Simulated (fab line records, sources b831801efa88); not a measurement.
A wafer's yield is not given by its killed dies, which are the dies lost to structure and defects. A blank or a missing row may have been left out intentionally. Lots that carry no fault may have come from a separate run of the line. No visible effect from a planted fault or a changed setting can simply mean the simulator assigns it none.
The tool behind it: which one? -- flow sky130 -- route of 708 steps, sampled at 1 step: 12 lots, 36 wafers

WHAT THE GAUGES READ, wafer by wafer
SKY_LDD_LDN_TW_MEAS_13.
lot,measured,on,LDD_LDN_TW
L105,day 22 15:53,film metro-03,1501 1502 1513
L106,day 23 01:22,film metro-03,1504 1504 1515
L107,day 23 02:23,film metro-03,1505 1495 1503
L108,day 23 21:47,film metro-03,1502 1508 1508
L109,day 24 06:58,film metro-02,1473 1471 1472
L113,day 26 09:44,film metro-02,1479 1479 1471
L119,day 27 19:10,film metro-03,1510 1503 1502
L120,day 28 02:05,film metro-02,1469 1466 1466
L122,day 28 19:37,film metro-01,1477 1471 1474
L124,day 29 12:32,film metro-01,1478 1484 1488
L126,day 29 22:38,film metro-01,1476 1479 1481
L128,day 30 18:23,film metro-01,1474 1471 1485

EACH LOT AND THE TOOL THAT RAN IT (in order: tool; ch and the chambers of the sampled wafers; start)
The record holds no process step before these readings.

AS READ BY THE TOOLS THEMSELVES (means over the sampled wafers that have a number; for cases with no such wafer, the mark the record gives instead)
The record holds no such reading with a usual standard deviation.

THE ANSWER, worked out from the rows above alone
Rule: the usual values come from the lots themselves. Put in order of their means at a reading, lots are off if they are a third of the lots or fewer, leave a main group of 4 or more, and stand apart from it by a gap of 3 or more times the standard deviation of the main group's means; of several such gaps the widest counts. If all means in a main group match to the digits the tables above print for the reading, that group is not used. A lot without any number at a reading at which 4 lots or more have one is off too. Any other lot the step has rows for is counted as sound. First the gauges in route order, then the tools' own readings, where a lot's mean is used as printed above. At the first step where some lot is off, the reading lying furthest off is the one used; lots without a number count as furthest.
None of the lots is off at any reading shown; this tells nothing.

WHAT THE SIMULATOR HAD PUT IN
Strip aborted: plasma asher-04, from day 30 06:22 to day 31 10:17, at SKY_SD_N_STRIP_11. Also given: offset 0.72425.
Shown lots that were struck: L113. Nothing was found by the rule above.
